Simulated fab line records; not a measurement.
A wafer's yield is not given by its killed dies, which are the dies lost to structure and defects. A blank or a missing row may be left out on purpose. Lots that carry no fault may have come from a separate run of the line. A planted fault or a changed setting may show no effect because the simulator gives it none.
fab line records | flow sky130
record lots=11 | wafers=33 | last-day=50
route steps=708 shown LDD_HVN@276 LI_CONTACT@378 LOCAL_INTERCONNECT@400 CONTACT@415 PAD_OPEN@708
lots untouched by any fault: they come from a run of this same line in which no faults occurred
start-h: hours from the record's opening day to when the first of the lot's shown wafers began | wait-h: hours elapsed since this lot's preceding step | " identical to the entry in the row above | L1.1+2: a row that stands for several wafers | - no value present, or no start provided | * or withheld: withheld | < > ~ a bound
route shown NAME@n: a module of which the file shows steps, and the number in the route of the first | usual: mean and standard deviation over wafers with no fault | same: alike in all rows | chamber/n: place in a boat | sites: per-site readings | _std_site: standard deviation of those values | _edge_site: inner sites' mean taken away from outer sites' mean | radius-mm: how far each site lies from the wafer's centre | mask NAME#n: copy n | behind: the last tool/chamber to shape the wafer | hold: why the lot was held/for how many hours/how that ended | device: transistor that didn't switch, given as n, p or np | end of line: tests run on the same wafers once the route is complete | a step given without rows: its recipe and nothing more | killed: dies lost to structure and defects at the first sort, not the wafer's yield | map: shows each die of a wafer: x if killed, . if not, _ if none is there
set.NAME: the setting the step ran with; set.NAME@STEP: the setting that earlier step ran with | model.NAME: the simulator's own value behind a step, which no gauge read
steps of the route over a sample of lots; a table a step, a row a wafer
services: a tool's chamber out of use, with start hour (start-h, from the record's first day; less than 0 if before it), hours out, and reason
## steps
# step SKY_LDD_HVN_STRIP_09
# recipe chemistry=O2/N2 | power-w=1400 | pressure-mtorr=1500 | platen-temp-c=withheld | o2-flow-sccm=3000 | n2-flow-sccm=300 | overash-fraction=0.5
# usual drypump-motor-current-A=5.5/0.47 | oes-product-au=0.408/0.0044 | strip-time-to-endpoint-s=4.131/0.014
lot.wafer | tool            | chamber | start-h | wait-h | drypump-motor-current-A | oes-product-au | rf-hours-counter-h | strip-time-to-endpoint-s
L812.2    | plasma-asher-01 | 0       | 471.27  | 0.1    | 5.9                     | 0.404          | 36                 | 4.167
L812.4    | "               | 0       | "       | "      | 5.9                     | 0.402          | -                  | 4.133
L812.5    | "               | 1       | "       | "      | 5.4                     | 0.404          | -                  | 4.158
L814.1    | plasma-asher-01 | 1       | 488.97  | 0.1    | 5.4                     | 0.402          | 38                 | 4.125
L814.4    | "               | 1       | "       | "      | 5.4                     | 0.407          | -                  | 4.115
L814.5    | "               | 0       | "       | "      | 6.0                     | 0.409          | -                  | 4.123
L817.3    | plasma-asher-04 | 0       | 528.65  | 0.1    | 4.8                     | 0.406          | -                  | 4.113
L817.4    | "               | 1       | "       | "      | 6.1                     | 0.409          | -                  | 4.119
L817.5    | "               | 1       | "       | "      | 6.1                     | 0.406          | -                  | 4.130
L819.2    | plasma-asher-01 | 1       | 538.22  | 0.1    | 5.4                     | 0.414          | 43                 | 4.120
L819.3    | "               | 1       | "       | "      | 5.4                     | 0.407          | -                  | 4.131
L819.6    | "               | 1       | "       | "      | 5.4                     | 0.413          | -                  | 4.141
L820.1    | plasma-asher-01 | 1       | 544.87  | 0.1    | 5.4                     | 0.412          | 44                 | 4.133
L820.3    | "               | 0       | "       | "      | 5.9                     | 0.411          | -                  | 4.115
L820.5    | "               | 1       | "       | "      | 5.4                     | 0.408          | -                  | 4.140
L824.2    | plasma-asher-04 | 1       | 574.52  | 0.1    | 6.1                     | 0.405          | 82                 | 4.127
L824.3    | "               | 1       | "       | "      | 6.1                     | 0.408          | -                  | 4.129
L824.5    | "               | 0       | "       | "      | 4.8                     | 0.410          | -                  | 4.124
L827.1    | plasma-asher-02 | 1       | 597.42  | 0.1    | 5.1                     | 0.406          | 17                 | 4.149
L827.2    | "               | 0       | "       | "      | 5.2                     | 0.411          | 17                 | 4.134
L827.5    | "               | 0       | "       | "      | 5.2                     | 0.406          | -                  | 4.141
L829.1    | plasma-asher-02 | 1       | 608.38  | 0.1    | 5.1                     | 0.406          | 18                 | 4.104
L829.4    | "               | 1       | "       | "      | 5.1                     | 0.399          | -                  | 4.114
L829.5    | "               | 0       | "       | "      | 5.2                     | 0.409          | -                  | 4.130
L830.1    | plasma-asher-01 | 0       | 623.43  | 0.1    | 5.9                     | 0.410          | 52                 | 4.127
L830.5    | "               | 0       | "       | "      | 6.0                     | 0.399          | -                  | 4.126
L830.6    | "               | 1       | "       | "      | 5.4                     | 0.414          | -                  | 4.135
L833.2    | plasma-asher-02 | 0       | 648.13  | 0.1    | 5.2                     | 0.404          | 20                 | 4.135
L833.3    | "               | 1       | "       | "      | 5.1                     | 0.413          | -                  | 4.149
L833.6    | "               | 1       | "       | "      | 5.2                     | 0.413          | -                  | 4.122
L834.3    | plasma-asher-04 | 1       | 654.91  | 0.1    | 6.1                     | 0.405          | -                  | 4.122
L834.4    | "               | 0       | "       | "      | 4.8                     | 0.405          | -                  | 4.127
L834.5    | "               | 1       | "       | "      | 6.1                     | 0.400          | -                  | 4.119
# step SKY_LI_CONTACT_STRIP_16
# recipe chemistry=O2/N2 | power-w=1400 | pressure-mtorr=1500 | platen-temp-c=withheld | o2-flow-sccm=3000 | n2-flow-sccm=300 | overash-fraction=0.5
# usual drypump-motor-current-A=5.7/0.47 | oes-product-au=0.375/0.0048 | strip-time-to-endpoint-s=3.48/0.033
lot.wafer | tool            | chamber | start-h | wait-h | drypump-motor-current-A | oes-product-au | rf-hours-counter-h | strip-time-to-endpoint-s
L812.2    | plasma-asher-04 | 0       | 683.71  | -      | 4.8                     | 0.373          | 94                 | 3.47
L812.4    | "               | 1       | "       | "      | 6.1                     | 0.376          | -                  | 3.47
L812.5    | "               | 1       | "       | "      | 6.1                     | 0.376          | -                  | 3.49
L814.1    | plasma-asher-04 | 1       | 698.81  | -      | 6.1                     | 0.376          | 95                 | 3.50
L814.4    | "               | 0       | "       | "      | 4.8                     | 0.373          | -                  | 3.43
L814.5    | "               | 0       | "       | "      | 4.8                     | 0.370          | -                  | 3.47
L817.3    | plasma-asher-01 | 0       | 735.66  | -      | 5.9                     | 0.367          | -                  | 3.49
L817.4    | "               | 1       | "       | "      | 5.4                     | 0.376          | -                  | 3.51
L817.5    | "               | 0       | "       | "      | 5.9                     | 0.381          | -                  | 3.52
L819.2    | plasma-asher-01 | 0       | 742.28  | -      | 5.9                     | 0.376          | 64                 | 3.53
L819.3    | "               | 0       | "       | "      | 6.0                     | 0.375          | -                  | 3.54
L819.6    | "               | 0       | "       | "      | 5.9                     | 0.373          | -                  | 3.49
L820.1    | plasma-asher-01 | 0       | 751.40  | -      | 5.9                     | 0.387          | 65                 | 3.55
L820.3    | "               | 0       | "       | "      | 6.0                     | 0.377          | -                  | 3.52
L820.5    | "               | 1       | "       | "      | 5.4                     | 0.373          | -                  | 3.51
L824.2    | plasma-asher-03 | 1       | 776.23  | -      | 6.0                     | 0.377          | 99                 | 3.47
L824.3    | "               | 0       | "       | "      | 6.1                     | 0.367          | -                  | 3.45
L824.5    | "               | 0       | "       | "      | 6.1                     | 0.381          | -                  | 3.46
L827.1    | plasma-asher-03 | 1       | 797.90  | -      | 6.0                     | 0.376          | 101                | 3.42
L827.2    | "               | 0       | "       | "      | 6.1                     | 0.378          | 101                | 3.43
L827.5    | "               | 1       | "       | "      | 6.0                     | 0.370          | -                  | 3.42
L829.1    | plasma-asher-01 | 1       | 807.46  | -      | 5.4                     | 0.377          | 70                 | 3.49
L829.4    | "               | 1       | "       | "      | 5.4                     | 0.379          | -                  | 3.50
L829.5    | "               | 1       | "       | "      | 5.4                     | 0.378          | -                  | 3.48
L830.1    | plasma-asher-04 | 0       | 822.98  | -      | 4.8                     | 0.382          | 7                  | 3.50
L830.5    | "               | 0       | "       | "      | 4.8                     | 0.378          | -                  | 3.50
L830.6    | "               | 1       | "       | "      | 6.1                     | 0.375          | -                  | 3.48
L833.2    | plasma-asher-03 | 1       | 845.63  | -      | 6.0                     | 0.373          | 106                | 3.53
L833.3    | "               | 1       | "       | "      | 5.9                     | 0.374          | -                  | 3.48
L833.6    | "               | 0       | "       | "      | 6.1                     | 0.377          | -                  | 3.49
L834.3    | plasma-asher-03 | 0       | 849.31  | -      | 6.1                     | 0.378          | -                  | 3.50
L834.4    | "               | 1       | "       | "      | 6.0                     | 0.383          | -                  | 3.46
L834.5    | "               | 0       | "       | "      | 6.1                     | 0.370          | -                  | 3.46
# step SKY_LOCAL_INTERCONNECT_ETCH_13
# recipe chemistry=N2/H2 | target=BARC | ion-energy-ev=200 | bias-w=100 | pressure-mtorr=30 | n2-flow-sccm=100 | h2-flow-sccm=200 | icp-w=500 | stop-on=SiO2 | time-s=45.9 | target-depth-a=600
# usual bias-w=100.01/0.28 | drypump-motor-current-A=5.95/0.26 | oes-product-au=0.856/0.0045 | throttle-valve-pct=13.226/0.01
lot.wafer | tool         | chamber | start-h | wait-h | bias-w | drypump-motor-current-A | oes-product-au | rf-hours-counter-h | throttle-valve-pct
L812.2    | rie-metal-03 | 0       | 713.05  | 0.0    | 100.99 | 5.93                    | 0.853          | 7                  | 13.215
L812.4    | "            | 0       | "       | "      | 100.57 | 5.92                    | 0.859          | -                  | 13.222
L812.5    | "            | 0       | "       | "      | 100.27 | 5.92                    | 0.856          | -                  | 13.236
L814.1    | rie-metal-03 | 1       | 727.89  | 0.0    | 99.82  | 6.43                    | 0.854          | 12                 | 13.215
L814.4    | "            | 0       | "       | "      | 100.15 | 5.92                    | 0.856          | -                  | 13.230
L814.5    | "            | 0       | "       | "      | 99.97  | 5.93                    | 0.858          | -                  | 13.235
L817.3    | rie-metal-04 | 1       | 764.67  | 0.0    | 100.15 | 5.86                    | 0.857          | -                  | 13.240
L817.4    | "            | 0       | "       | "      | 99.90  | 5.71                    | 0.856          | -                  | 13.203
L817.5    | "            | 1       | "       | "      | 100.14 | 5.87                    | 0.855          | -                  | 13.236
L819.2    | rie-metal-03 | 1       | 770.25  | 0.0    | 100.31 | 6.44                    | 0.861          | 13                 | 13.237
L819.3    | "            | 0       | "       | "      | 100.05 | 5.94                    | 0.863          | -                  | 13.222
L819.6    | "            | 0       | "       | "      | 100.39 | 5.94                    | 0.852          | -                  | 13.233
L820.1    | rie-metal-02 | 1       | 779.49  | 0.0    | 100.15 | 5.55                    | 0.862          | 10                 | 13.224
L820.3    | "            | 1       | "       | "      | 100.12 | 5.55                    | 0.862          | -                  | 13.219
L820.5    | "            | 1       | "       | "      | 100.25 | 5.56                    | 0.856          | -                  | 13.236
L824.2    | rie-metal-03 | 1       | 804.35  | 0.0    | 99.78  | 6.42                    | 0.855          | 0                  | 13.230
L824.3    | "            | 0       | "       | "      | 100.05 | 5.92                    | 0.856          | -                  | 13.215
L824.5    | "            | 0       | "       | "      | 99.95  | 5.93                    | 0.856          | -                  | 13.238
L827.1    | rie-metal-02 | 0       | 825.75  | 0.0    | 100.47 | 5.99                    | 0.858          | 10                 | 13.235
L827.2    | "            | 1       | "       | "      | 100.23 | 5.55                    | 0.856          | 12                 | 13.220
L827.5    | "            | 0       | "       | "      | 100.42 | 5.98                    | 0.855          | -                  | 13.214
L829.1    | rie-metal-03 | 1       | 835.15  | 0.0    | 99.30  | 6.45                    | 0.861          | 1                  | 13.213
L829.4    | "            | 0       | "       | "      | 99.94  | 5.94                    | 0.849          | -                  | 13.225
L829.5    | "            | 1       | "       | "      | 100.24 | 6.44                    | 0.854          | -                  | 13.219
L830.1    | rie-metal-04 | 1       | 851.00  | 0.0    | 100.05 | 5.86                    | 0.853          | 4                  | 13.232
L830.5    | "            | 0       | "       | "      | 99.93  | 5.70                    | 0.859          | -                  | 13.228
L830.6    | "            | 1       | "       | "      | 100.29 | 5.84                    | 0.856          | -                  | 13.230
L833.2    | rie-metal-03 | 0       | 872.95  | 0.0    | 100.45 | 5.92                    | 0.852          | 13                 | 13.226
L833.3    | "            | 1       | "       | "      | 100.01 | 6.40                    | 0.860          | -                  | 13.226
L833.6    | "            | 1       | "       | "      | 100.08 | 6.40                    | 0.849          | -                  | 13.226
L834.3    | rie-metal-04 | 1       | 876.66  | 0.0    | 100.04 | 5.87                    | 0.848          | -                  | 13.223
L834.4    | "            | 0       | "       | "      | 100.32 | 5.73                    | 0.857          | -                  | 13.235
L834.5    | "            | 1       | "       | "      | 100.13 | 5.87                    | 0.852          | -                  | 13.222
# step SKY_CONTACT_COAT_09
# recipe resist=KrF-thick | spin-rpm=3000 | resist-thk-nm=450
lot.wafer  | tool           | chamber | start-h | wait-h
L812.2+4+5 | litho-track-01 | 0       | 728     | -
L814.1+4+5 | litho-track-01 | 0       | 743     | -
L817.3+4+5 | litho-track-01 | 0       | 778     | -
L819.2+3+6 | litho-track-02 | 0       | 784     | -
L820.1+3+5 | litho-track-01 | 0       | 794     | -
L824.2+3+5 | litho-track-01 | 0       | 819     | -
L827.1+2+5 | litho-track-04 | 0       | 839     | -
L829.1+4+5 | litho-track-01 | 0       | 849     | -
L830.1+5+6 | litho-track-01 | 0       | 864     | -
L833.2+3+6 | litho-track-02 | 0       | 886     | -
L834.3+4+5 | litho-track-02 | 0       | 890     | -
# step SKY_CONTACT_STRIP_19
# recipe chemistry=O2/N2 | power-w=1400 | pressure-mtorr=1500 | platen-temp-c=withheld | o2-flow-sccm=3000 | n2-flow-sccm=300 | overash-fraction=0.5
# usual drypump-motor-current-A=5.6/0.43 | oes-product-au=0.380/0.0047 | strip-time-to-endpoint-s=3.609/0.029
lot.wafer | tool            | chamber | start-h | wait-h | drypump-motor-current-A | oes-product-au | rf-hours-counter-h | strip-time-to-endpoint-s
L812.2    | plasma-asher-02 | 0       | 742.78  | -      | 5.2                     | 0.379          | 30                 | 3.610
L812.4    | "               | 1       | "       | "      | 5.1                     | 0.375          | -                  | 3.585
L812.5    | "               | 0       | "       | "      | 5.2                     | 0.380          | -                  | 3.614
L814.1    | plasma-asher-02 | 0       | 757.53  | -      | 5.2                     | 0.381          | 31                 | 3.557
L814.4    | "               | 1       | "       | "      | 5.1                     | 0.380          | -                  | 3.622
L814.5    | "               | 1       | "       | "      | 5.1                     | 0.376          | -                  | 3.637
L817.3    | plasma-asher-03 | 0       | 793.67  | -      | 6.1                     | 0.383          | -                  | 3.595
L817.4    | "               | 1       | "       | "      | 6.0                     | 0.379          | -                  | 3.622
L817.5    | "               | 1       | "       | "      | 5.9                     | 0.371          | -                  | 3.632
L819.2    | plasma-asher-02 | 0       | 797.87  | -      | 5.2                     | 0.378          | 35                 | 3.608
L819.3    | "               | 0       | "       | "      | 5.2                     | 0.375          | -                  | 3.612
L819.6    | "               | 1       | "       | "      | 5.1                     | 0.383          | -                  | 3.626
L820.1    | plasma-asher-02 | 1       | 807.38  | -      | 5.1                     | 0.382          | 36                 | 3.635
L820.3    | "               | 1       | "       | "      | 5.1                     | 0.381          | -                  | 3.581
L820.5    | "               | 0       | "       | "      | 5.2                     | 0.380          | -                  | 3.589
L824.2    | plasma-asher-02 | 0       | 833.04  | -      | 5.2                     | 0.373          | 39                 | 3.593
L824.3    | "               | 0       | "       | "      | 5.2                     | 0.382          | -                  | 3.600
L824.5    | "               | 1       | "       | "      | 5.1                     | 0.381          | -                  | 3.666
L827.1    | plasma-asher-03 | 0       | 853.94  | -      | 6.1                     | 0.375          | 107                | 3.627
L827.2    | "               | 1       | "       | "      | 6.0                     | 0.383          | 107                | 3.603
L827.5    | "               | 0       | "       | "      | 6.1                     | 0.378          | -                  | 3.585
L829.1    | plasma-asher-03 | 1       | 863.02  | -      | 6.0                     | 0.425          | 108                | 4.807
L829.4    | "               | 1       | "       | "      | 5.9                     | 0.384          | -                  | 3.617
L829.5    | "               | 0       | "       | "      | 6.2                     | 0.440          | -                  | 4.776
L830.1    | plasma-asher-03 | 1       | 878.38  | -      | 6.0                     | 0.432          | 110                | 4.742
L830.5    | "               | 0       | "       | "      | 6.1                     | 0.430          | -                  | 4.767
L830.6    | "               | 1       | "       | "      | 6.0                     | 0.390          | -                  | 3.563
L833.2    | plasma-asher-03 | 0       | 901.02  | -      | 6.1                     | 0.374          | 113                | 3.547
L833.3    | "               | 1       | "       | "      | 5.9                     | 0.371          | -                  | 3.557
L833.6    | "               | 1       | "       | "      | 6.0                     | 0.380          | -                  | 3.565
L834.3    | plasma-asher-01 | 1       | 904.42  | -      | 5.4                     | 0.376          | -                  | 3.607
L834.4    | "               | 0       | "       | "      | 5.9                     | 0.387          | -                  | 3.588
L834.5    | "               | 1       | "       | "      | 5.4                     | 0.378          | -                  | 3.621
# step SKY_PAD_OPEN_PROBE_99
# usual killed_at_M0_to_M3=42/6.7 | killed_at_M4_up=3.3/2.1 | killed-at-contacts=24/5.1 | killed-at-front-end=15/4.6 | killed-at-other=0.3/0.58 | killed-dies=85/9.9 | killed-open=46/6.9 | killed-short=38/7
# same gross-dies=492 | killed-at-back-side=0
lot.wafer | tool      | chamber | start-h | wait-h | killed_at_M0_to_M3 | killed_at_M4_up | killed-at-contacts | killed-at-front-end | killed-at-other | killed-dies | killed-open | killed-short
L829.4    | prober-02 | -       | 1175.50 | 0.2    | 50                 | 3               | 20                 | 15                  | 1               | 89          | 47          | 40
# killed by level:class
L829.4 VIA1:geometric-particle:open=12 CONTACT:geometric-particle:open=9 VIA3:geometric-particle:open=8 FIELD_ISO:geometric-particle:short=7 METAL1:geometric-particle:short=6 VIA2:geometric-particle:open=5 METAL3:geometric-particle:short=5 FIELD_ISO:geometric-particle:open=4
## services
tool            | chamber | start-h | hours | kind
rie-metal-02    | -       | 480.49  | 0.5   | repair
plasma-asher-03 | -       | 542.43  | 2.7   | repair
rie-metal-03    | -       | 565.28  | 2.8   | pm
rie-metal-03    | 1       | 585.99  | 16.6  | repair
plasma-asher-03 | -       | 592.03  | 2.8   | pm
plasma-asher-03 | -       | 595.31  | 6.1   | repair
plasma-asher-02 | -       | 619.08  | 15.6  | pm
rie-metal-04    | -       | 622.28  | 1.4   | pm
rie-metal-04    | -       | 686.43  | 0.7   | repair
rie-metal-03    | -       | 691.73  | 0.5   | repair
plasma-asher-03 | -       | 699.71  | 3.8   | repair
rie-metal-03    | 0       | 716.12  | 1.1   | repair
rie-metal-02    | -       | 726.33  | 2.8   | pm
plasma-asher-04 | -       | 733.75  | 9.0   | pm
plasma-asher-04 | 0       | 733.75  | 9.0   | vent-cycle
rie-metal-02    | -       | 734.95  | 0.2   | repair
rie-metal-04    | -       | 735.58  | 0.3   | repair
plasma-asher-02 | -       | 758.29  | 3.9   | repair
plasma-asher-04 | -       | 768.70  | 2.8   | pm
plasma-asher-01 | -       | 823.16  | 79.1  | repair
rie-metal-03    | 1       | 835.88  | 4.2   | repair
litho-track-01  | -       | 899.99  | -     | consumable-replace:filter
plasma-asher-02 | -       | 900.31  | 1.4   | repair
plasma-asher-04 | -       | 903.98  | 1.1   | repair
## key
first-sign step=SKY_CONTACT_STRIP_19 | reading=strip-time-to-endpoint-s | direction=up | sigmas=40 | usual=* | struck=*
effect step=SKY_CONTACT_STRIP_19 | reading=oes-product-au | direction=up | sigmas=11 | usual=0.380 | struck=0.432
met-at SKY_CONTACT_COAT_09
struck-lots L829,L830
struck-wafers L829.1,L829.5,L830.1,L830.5
tester-left-out L829,L830
not-acting-at SKY_LDD_HVN_STRIP_09,SKY_LI_CONTACT_STRIP_16,SKY_LOCAL_INTERCONNECT_ETCH_13
onset-between 819 849
fault kind=process-parameter-drift | tool=litho-track-01 | chamber=- | onset-h=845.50 | steps=SKY_CONTACT_COAT_09 | channel=resist-thk-nm | offset=109.88 | shape=step | end-h=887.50 | scope=struck-wafers-only | acts-in=these-recipes-only | stated=450
# tester-left-out: of these lots the tester's yield and bins aren't shown, on N5 and GAA mostly nor the transistor test; their killed dies are dies lost to structure and defects alone, not to doping, threshold or leakage, so they don't give the yield
